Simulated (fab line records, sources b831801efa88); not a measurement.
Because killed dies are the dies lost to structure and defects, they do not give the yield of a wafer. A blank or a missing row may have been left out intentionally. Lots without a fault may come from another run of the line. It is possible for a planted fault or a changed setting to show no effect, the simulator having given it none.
fab line records	flow sky130
[record] lots = 6	wafers = 18	lastDay = 50
route steps=708 shown LDD_HVP@287 LDD_LDN@289 PAD_OPEN@708
lots that met no fault: taken from a fault-free run of the same line
startH: start of the lot's first displayed wafer, in hours after the record's first day	waitH: time in hours since the lot's previous step	" identical to the entry in the row above	L1.1+2: a row that stands for several wafers	- no value, or no start was given	* or withheld: withheld	< > ~ a bound
route shown NAME@n: names a module that has steps shown in the file, with the first one's number in the route	usual: mean and standard deviation over wafers with no fault	same: alike in all rows	chamber/n: place in a boat	sites: each site's reading	_std_site: standard deviation of those values	_edge_site: outer sites' mean less inner sites'	radiusMm: for every site, how far away it sits from the centre of the wafer	mask NAME#n: copy n	behind: tool/chamber where the wafer was last shaped	hold: why the lot was held/for how many hours/how that ended	device: which transistor (n, p or np) failed to switch	end of line: tests of these same wafers at the route's end	step lacking rows: just its recipe	killed: not the wafer's yield, but the dies lost to structure and defects at the first sort	map: a wafer's dies, x killed, . not, _ none there
set.NAME: the setting the step ran with; set.NAME@STEP: the setting that earlier step ran with	model.NAME: the simulator's own value behind a step, which no gauge read
a table for each step, a row for each wafer; lots at some steps of the route
services: the hour from which a tool's chamber was out of use, counted from the record's first day as startH (under 0 if before that day), plus the number of hours and why
[[steps]]
[step SKY_LDD_HVP_STRIP_09]
[recipe] chemistry = O2/N2	powerW = 1400	pressureMtorr = 1500	platenTempC = withheld	o2FlowSccm = 3000	n2FlowSccm = 300	overashFraction = 0.5
[usual] drypumpMotorCurrentA = 5.6/0.56	oesProductAu = 0.409/0.0049	stripTimeToEndpointS = 4.143/0.014
lot.wafer	tool	chamber	startH	waitH	drypumpMotorCurrentA	oesProductAu	rfHoursCounterH	stripTimeToEndpointS
L597.1	plasmaAsher-03	0	578.28	0.1	6.1	0.417	75	4.143
L597.2	"	1	"	"	5.1	0.403	75	4.168
L597.3	"	0	"	"	6.1	0.406	-	4.150
L599.1	plasmaAsher-02	1	589.48	0.1	5.5	0.409	14	4.140
L599.3	"	1	"	"	5.5	0.404	-	4.135
L599.5	"	0	"	"	4.9	0.406	-	4.137
L603.2	plasmaAsher-01	0	629.53	0.1	6.6	0.413	53	4.137
L603.5	"	0	"	"	6.6	0.410	-	4.139
L603.6	"	1	"	"	5.5	0.411	-	4.158
L604.3	plasmaAsher-03	1	632.61	0.1	5.1	0.405	-	4.148
L604.4	"	0	"	"	6.1	0.408	-	4.118
L604.6	"	1	"	"	5.1	0.408	-	4.163
L607.2	plasmaAsher-02	1	679.76	0.1	5.5	0.411	20	4.133
L607.4	"	0	"	"	4.9	0.408	-	4.156
L607.6	"	0	"	"	4.9	0.406	-	4.148
L608.1	plasmaAsher-01	0	680.75	0.1	6.6	0.402	59	4.172
L608.3	"	1	"	"	5.4	0.415	-	4.178
L608.5	"	1	"	"	5.5	0.408	-	4.164
[step SKY_LDD_HVP_TW_MEAS_10]
[usual] LDD_HVP_TW = 452/4.9
lot.wafer	tool	chamber	startH	waitH	LDD_HVP_TW
L597.1	filmMetro-04	-	578.38	0.1	445
L597.2	"	-	"	"	448
L597.3	"	-	"	"	446
L599.1	filmMetro-04	-	589.58	0.1	449
L599.3	"	-	"	"	447
L599.5	"	-	"	"	448
L603.2	filmMetro-04	-	629.64	0.1	447
L603.5	"	-	"	"	449
L603.6	"	-	"	"	449
L604.3	filmMetro-04	-	632.70	0.1	448
L604.4	"	-	"	"	449
L604.6	"	-	"	"	448
L607.2	filmMetro-02	-	679.87	0.1	453
L607.4	"	-	"	"	453
L607.6	"	-	"	"	455
L608.1	filmMetro-04	-	680.85	0.1	447
L608.3	"	-	"	"	446
L608.5	"	-	"	"	445
[step SKY_LDD_LDN_DEHYDRATE_00]
[recipe] tempC = 200	timeS = 60
[step SKY_LDD_LDN_HMDS_01]
[recipe] primeTimeS = 60	primeTempC = 120
[step SKY_LDD_LDN_COAT_02]
[recipe] resist = NOVOLAK	spinRpm = 3000	resistThkNm = 1140
[step SKY_LDD_LDN_SOFTBAKE_03]
[recipe] tempC = 90	timeS = 60	resist = NOVOLAK
[step SKY_LDD_LDN_EXPOSE_04]
[recipe] maskId = LDNTM	na = 0.6	sourceShape = conventional	sigmaOuter = 0.6	polarization = unpolarized	targetCdNm = 700	doseMj = 140
[step SKY_LDD_LDN_PEB_05]
[recipe] tempC = withheld	timeS = *	resist = NOVOLAK
[step SKY_LDD_LDN_DEVELOP_06]
[recipe] resist = NOVOLAK	developer = TMAH	developTimeS = 60	devTempC = 23
[step SKY_LDD_LDN_OVL_MEAS_07]
[usual] LDD_LDN_OVL = -1.0/1.3
lot.wafer	tool	chamber	startH	waitH	LDD_LDN_OVL[nm]
L597.1	overlay-02	-	607.81	0.1	-1.0
L597.2	"	-	"	"	-3.5
L597.3	"	-	"	"	-2.3
L599.1	overlay-02	-	618.87	0.1	-1.5
L599.3	"	-	"	"	-3.7
L599.5	"	-	"	"	-1.8
L603.2	overlay-01	-	657.28	0.1	1.3
L603.5	"	-	"	"	-0.3
L603.6	"	-	"	"	0.3
L604.3	overlay-01	-	660.33	0.1	-1.6
L604.4	"	-	"	"	-1.3
L604.6	"	-	"	"	-2.3
L607.2	overlay-01	-	707.85	0.1	-0.1
L607.4	"	-	"	"	0.2
L607.6	"	-	"	"	0.1
L608.1	overlay-02	-	709.22	0.1	-1.3
L608.3	"	-	"	"	-0.5
L608.5	"	-	"	"	-0.1
[step SKY_LDD_LDN_IMPLANT_08]
[recipe] species = As	energyKev = 15	doseCm2 = 1.25e+13	tiltDeg = withheld	rotationDeg = 23
[step SKY_LDD_LDN_IMPLANT_09]
[recipe] species = As	energyKev = 15	doseCm2 = 1.25e+13	tiltDeg = withheld	rotationDeg = 113
[step SKY_LDD_LDN_IMPLANT_10]
[recipe] species = As	energyKev = 15	doseCm2 = 1.25e+13	tiltDeg = withheld	rotationDeg = 203
[usual] beamEnergyKeV = 15.001/0.0041	doseIonsCm2 = 1.2502e+13/1.4e+10	endStationPressureTorr = 5.1e-06/3e-07	faradayCurrentUA = 70.4/1.5
lot.wafer	tool	chamber	startH	waitH	beamEnergyKeV	doseIonsCm2	endStationPressureTorr	faradayCurrentUA
L597.1	implanter-02	0	608.15	0.1	15.002	1.2512e+13	5.16e-06	72.3
L597.2	"	0	"	"	15.001	1.2509e+13	5.26e-06	71.0
L597.3	"	0	"	"	15.000	1.248e+13	4.39e-06	71.4
L599.1	implanter-01	0	619.21	0.1	15.006	1.2494e+13	5.17e-06	67.5
L599.3	"	0	"	"	14.999	1.2492e+13	4.63e-06	70.7
L599.5	"	0	"	"	15.000	1.2495e+13	5.09e-06	69.3
L603.2	implanter-02	0	657.63	0.1	14.999	9.053e+12	4.55e-06	52.0
L603.5	"	0	"	"	15.003	9.04e+12	4.56e-06	51.7
L603.6	"	0	"	"	15.006	9.047e+12	4.81e-06	51.7
L604.3	implanter-02	0	660.71	0.1	14.998	9.056e+12	5.13e-06	51.3
L604.4	"	0	"	"	15.001	9.063e+12	5.55e-06	51.1
L604.6	"	0	"	"	14.997	9.035e+12	5.32e-06	51.0
L607.2	implanter-04	0	708.21	0.1	14.999	1.2494e+13	5.52e-06	69.3
L607.4	"	0	"	"	15.010	1.2514e+13	4.67e-06	69.6
L607.6	"	0	"	"	15.001	1.2494e+13	4.68e-06	69.7
L608.1	implanter-04	0	709.56	0.1	15.002	1.2495e+13	5.08e-06	68.8
L608.3	"	0	"	"	15.005	1.25e+13	4.96e-06	73.4
L608.5	"	0	"	"	15.001	1.2501e+13	5.12e-06	67.8
[step SKY_LDD_LDN_IMPLANT_11]
[recipe] species = As	energyKev = 15	doseCm2 = 1.25e+13	tiltDeg = withheld	rotationDeg = 293
[step SKY_LDD_LDN_STRIP_12]
[recipe] chemistry = O2/N2	powerW = 1400	pressureMtorr = 1500	platenTempC = withheld	o2FlowSccm = 3000	n2FlowSccm = 300	overashFraction = 0.5
[usual] drypumpMotorCurrentA = 5.8/0.51	oesProductAu = 0.716/0.0042	stripTimeToEndpointS = 14.20/0.04
lot.wafer	tool	chamber	startH	waitH	drypumpMotorCurrentA	oesProductAu	rfHoursCounterH	stripTimeToEndpointS
L597.1	plasmaAsher-04	0	608.45	0.1	5.8	0.718	93	14.23
L597.2	"	1	"	"	6.1	0.715	93	14.27
L597.3	"	1	"	"	6.1	0.721	-	14.21
L599.1	plasmaAsher-01	1	619.51	0.1	5.5	0.721	51	14.29
L599.3	"	0	"	"	6.7	0.711	-	14.25
L599.5	"	0	"	"	6.6	0.718	-	14.25
L603.2	plasmaAsher-01	0	657.91	0.1	6.6	0.719	56	14.16
L603.5	"	0	"	"	6.6	0.717	-	14.19
L603.6	"	1	"	"	5.5	0.716	-	14.21
L604.3	plasmaAsher-01	0	660.99	0.1	6.6	0.716	-	14.25
L604.4	"	1	"	"	5.5	0.720	-	14.22
L604.6	"	1	"	"	5.5	0.718	-	14.26
L607.2	plasmaAsher-04	0	708.48	0.1	5.8	0.713	104	14.21
L607.4	"	1	"	"	6.1	0.722	-	14.17
L607.6	"	1	"	"	6.1	0.719	-	14.17
L608.1	plasmaAsher-01	0	709.86	0.1	6.6	0.716	61	14.26
L608.3	"	1	"	"	5.5	0.716	-	14.22
L608.5	"	0	"	"	6.6	0.718	-	14.28
[step SKY_LDD_LDN_TW_MEAS_13]
[usual] LDD_LDN_TW = 1489/11
lot.wafer	tool	chamber	startH	waitH	LDD_LDN_TW
L597.1	filmMetro-03	-	608.55	0.1	1477
L597.2	"	-	"	"	1479
L597.3	"	-	"	"	1477
L599.1	filmMetro-03	-	619.61	0.1	1477
L599.3	"	-	"	"	1485
L599.5	"	-	"	"	1481
L603.2	filmMetro-02	-	658.02	0.1	1451
L603.5	"	-	"	"	1450
L603.6	"	-	"	"	1451
L604.3	filmMetro-01	-	661.08	0.1	1469
L604.4	"	-	"	"	1476
L604.6	"	-	"	"	1472
L607.2	filmMetro-01	-	708.59	0.1	1495
L607.4	"	-	"	"	1490
L607.6	"	-	"	"	1491
L608.1	filmMetro-03	-	709.96	0.1	1499
L608.3	"	-	"	"	1500
L608.5	"	-	"	"	1492
[step SKY_LDD_LDN_CLEAN_14]
[recipe] chemistry = SC1/SC2	mix = 1:4:20	tempC = 70	timeS = 150	dry = n2Spin
[step SKY_PAD_OPEN_PROBE_99]
[usual] killed_at_M0_to_M3 = 44/6.9	killed_at_M4_up = 3.3/2	killedAtContacts = 25/5.4	killedAtFrontEnd = 16/4.6	killedAtOther = 0.2/0.51	killedDies = 88/8.9	killedOpen = 48/6.8	killedShort = 39/5.8
[same] grossDies = 492	killedAtBackSide = 0
lot.wafer	tool	chamber	startH	waitH	killed_at_M0_to_M3	killed_at_M4_up	killedAtContacts	killedAtFrontEnd	killedAtOther	killedDies	killedOpen	killedShort	model.etest.tipSonos.rsOhmSq
L597.1	prober-01	-	1135.61	0.1	49	7	20	9	0	85	47	34	2641
L597.2	prober-01	-	1135.66	0.1	42	7	25	16	0	90	50	39	2680
L597.3	prober-01	-	1135.71	0.2	51	4	16	14	0	85	48	37	2664
L599.1	prober-01	-	1138.86	0.1	44	1	24	16	0	85	44	39	2644
L599.3	prober-01	-	1138.96	0.2	59	1	18	18	0	96	43	53	2632
L599.5	prober-01	-	1139.06	0.2	48	5	26	21	0	100	53	45	2609
L603.2	prober-01	-	1163.44	0.1	41	3	30	23	0	97	57	40	2778
L603.5	prober-01	-	1163.59	0.2	42	5	25	13	0	85	50	35	2774
L603.6	prober-01	-	1163.64	0.2	54	4	24	14	0	96	45	51	2744
L604.3	prober-02	-	1169.50	0.2	40	6	29	15	0	90	47	43	2685
L604.4	prober-02	-	1169.55	0.2	41	3	21	9	0	74	38	36	2667
L604.6	prober-02	-	1169.65	0.2	40	2	17	17	0	76	38	38	2623
L607.2	prober-01	-	1192.40	0.1	42	0	28	23	1	94	51	42	2517
L607.4	prober-01	-	1192.50	0.2	43	7	26	16	2	94	49	42	2577
L607.6	prober-01	-	1192.60	0.2	43	0	23	14	1	81	39	42	2532
L608.1	prober-01	-	1196.78	0.1	40	5	22	14	1	82	45	36	2784
L608.3	prober-01	-	1196.88	0.2	37	5	31	11	0	84	52	32	2794
L608.5	prober-01	-	1196.98	0.2	48	9	14	9	0	80	46	34	2750
// killed by level:class
L597.1 VIA1:geometricParticle:open=13 LI_CONTACT:geometricParticle:open=10 METAL1:geometricParticle:short=7 CONTACT:geometricParticle:open=6 VIA3:geometricParticle:open=6 FIELD_ISO:geometricParticle:open=5 METAL2:geometricParticle:short=5 VIA1:geometricParticle:short=5
L597.2 VIA1:geometricParticle:open=15 CONTACT:geometricParticle:open=11 FIELD_ISO:geometricParticle:open=8 VIA1:geometricParticle:short=7 METAL4:geometricParticle:short=6 LI_CONTACT:geometricParticle:open=6 METAL1:geometricParticle:short=5 METAL2:geometricParticle:short=4
L597.3 VIA1:geometricParticle:open=12 METAL1:geometricParticle:short=8 VIA2:geometricParticle:open=8 VIA3:geometricParticle:open=7 FIELD_ISO:geometricParticle:open=6 LI_CONTACT:geometricParticle:open=4 CONTACT:geometricParticle:short=4 VIA3:geometricParticle:short=3
L599.1 VIA1:geometricParticle:open=11 VIA1:geometricParticle:short=11 LI_CONTACT:geometricParticle:open=8 CONTACT:geometricParticle:open=6 METAL2:geometricParticle:short=5 VIA2:geometricParticle:open=5 CONTACT:geometricParticle:short=4 VIA2:geometricParticle:short=4
L599.3 METAL1:geometricParticle:short=11 VIA1:geometricParticle:open=8 VIA2:geometricParticle:open=8 METAL2:geometricParticle:short=7 VIA3:geometricParticle:open=7 CONTACT:geometricParticle:short=6 VIA1:geometricParticle:short=6 FIELD_ISO:geometricParticle:open=5
L599.5 CONTACT:geometricParticle:open=11 VIA1:geometricParticle:open=11 VIA3:geometricParticle:open=10 VIA3:geometricParticle:short=7 POLY_GATE:geometricParticle:short=6 LI_CONTACT:geometricParticle:open=6 LOCAL_INTERCONNECT:geometricParticle:short=6 METAL2:geometricParticle:short=6
L603.2 VIA1:geometricParticle:open=14 CONTACT:geometricParticle:open=13 VIA3:geometricParticle:open=7 LI_CONTACT:geometricParticle:short=6 FIELD_ISO:geometricParticle:short=5 POLY_GATE:geometricParticle:open=5 LOCAL_INTERCONNECT:geometricParticle:short=5 FIELD_ISO:geometricParticle:open=4
L603.5 VIA1:geometricParticle:open=12 CONTACT:geometricParticle:open=10 LI_CONTACT:geometricParticle:open=7 VIA3:geometricParticle:open=7 VIA3:geometricParticle:short=6 FIELD_ISO:geometricParticle:short=5 METAL1:geometricParticle:short=5 FIELD_ISO:geometricParticle:open=4
L603.6 VIA1:geometricParticle:open=15 CONTACT:geometricParticle:short=8 METAL3:geometricParticle:short=7 VIA3:geometricParticle:open=6 LI_CONTACT:geometricParticle:open=6 VIA1:geometricParticle:short=6 VIA2:geometricParticle:short=6 VIA3:geometricParticle:short=6
L604.3 CONTACT:geometricParticle:open=10 CONTACT:geometricParticle:short=7 VIA1:geometricParticle:open=7 VIA2:geometricParticle:open=7 LI_CONTACT:geometricParticle:open=6 VIA1:geometricParticle:short=6 METAL4:geometricParticle:short=6 FIELD_ISO:geometricParticle:open=5
L604.4 VIA2:geometricParticle:open=9 VIA3:geometricParticle:open=8 CONTACT:geometricParticle:open=7 VIA1:geometricParticle:open=5 CONTACT:geometricParticle:short=5 VIA3:geometricParticle:short=5 LI_CONTACT:geometricParticle:open=4 METAL2:geometricParticle:short=4
L604.6 METAL1:geometricParticle:short=7 VIA1:geometricParticle:open=7 FIELD_ISO:geometricParticle:open=6 CONTACT:geometricParticle:open=6 VIA2:geometricParticle:open=6 LOCAL_INTERCONNECT:geometricParticle:short=4 VIA1:geometricParticle:short=4 VIA2:geometricParticle:short=4
L607.2 VIA1:geometricParticle:open=10 CONTACT:geometricParticle:short=8 VIA1:geometricParticle:short=8 CONTACT:geometricParticle:open=7 LI_CONTACT:geometricParticle:open=7 METAL2:geometricParticle:short=6 FIELD_ISO:geometricParticle:open=5 POLY_GATE:geometricParticle:open=5
L607.4 CONTACT:geometricParticle:open=13 VIA3:geometricParticle:short=8 LI_CONTACT:geometricParticle:open=7 VIA1:geometricParticle:open=7 FIELD_ISO:geometricParticle:open=6 METAL1:geometricParticle:short=5 METAL2:geometricParticle:short=5 FIELD_ISO:geometricParticle:short=4
L607.6 VIA1:geometricParticle:open=10 LI_CONTACT:geometricParticle:open=6 METAL2:geometricParticle:short=6 POLY_GATE:geometricParticle:open=5 CONTACT:geometricParticle:short=5 CONTACT:geometricParticle:open=5 METAL1:geometricParticle:short=5 VIA2:geometricParticle:open=5
L608.1 VIA1:geometricParticle:open=8 CONTACT:geometricParticle:open=7 LI_CONTACT:geometricParticle:open=6 VIA2:geometricParticle:open=6 VIA2:geometricParticle:short=5 VIA3:geometricParticle:open=5 VIA1:geometricParticle:short=5 FIELD_ISO:geometricParticle:short=4
L608.3 CONTACT:geometricParticle:open=12 VIA2:geometricParticle:open=9 LI_CONTACT:geometricParticle:open=8 VIA1:geometricParticle:open=7 VIA3:geometricParticle:open=6 LOCAL_INTERCONNECT:geometricParticle:short=5 METAL4:geometricParticle:short=5 LI_CONTACT:geometricParticle:short=4
L608.5 VIA2:geometricParticle:open=10 CONTACT:geometricParticle:open=9 VIA1:geometricParticle:open=9 VIA3:geometricParticle:open=7 METAL4:geometricParticle:short=7 FIELD_ISO:geometricParticle:short=5 METAL2:geometricParticle:short=5 METAL1:geometricParticle:short=4
[[services]]
tool	chamber	startH	hours	kind
implanter-04	-	555.51	0.5	repair
plasmaAsher-03	-	586.73	3.1	repair
implanter-01	-	588.52	5.1	pm
implanter-02	-	589.38	3.3	repair
plasmaAsher-02	-	594.30	1.3	repair
plasmaAsher-02	-	615.83	28.1	pm
plasmaAsher-03	-	629.14	1.8	repair
implanter-04	-	636.87	5.7	pm
implanter-02	-	645.85	1.7	repair
plasmaAsher-03	-	654.65	7.1	repair
plasmaAsher-04	-	685.78	0.7	repair
plasmaAsher-01	-	705.27	3.0	repair
[[key]]
[firstSign] step = SKY_LDD_LDN_IMPLANT_10	reading = doseIonsCm2	direction = down	sigmas = 99+	usual = *	struck = *
[effect] step = SKY_LDD_LDN_IMPLANT_10	reading = faradayCurrentUA	direction = down	sigmas = 13	usual = 70.4	struck = 51.5
[effect] step = SKY_LDD_LDN_TW_MEAS_13	reading = LDD_LDN_TW	direction = down	sigmas = 2.5	usual = 1489	struck = 1461
[modelEffect] step = SKY_PAD_OPEN_PROBE_99	value = etest.tipSonos.rsOhmSq	without = 2611	struck = 2712
metAt SKY_LDD_LDN_IMPLANT_10
struckWafers L603.2,L603.5,L603.6,L604.3,L604.4,L604.6
testerLeftOut L603,L604
onsetBetween 608.15 657.63
[fault] kind = processParameterDrift	tool = implanter-02	chamber = -	onsetH = 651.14	steps = SKY_LDD_LDN_IMPLANT_10	channel = doseCm2	offset = *	shape = step	endH = 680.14	actsIn = *	stated = *
// testerLeftOut: of these lots the tester's yield and bins aren't shown, on N5 and GAA mostly nor the transistor test; their killed dies are dies lost to structure and defects alone, not to doping, threshold or leakage, so they don't give the yield
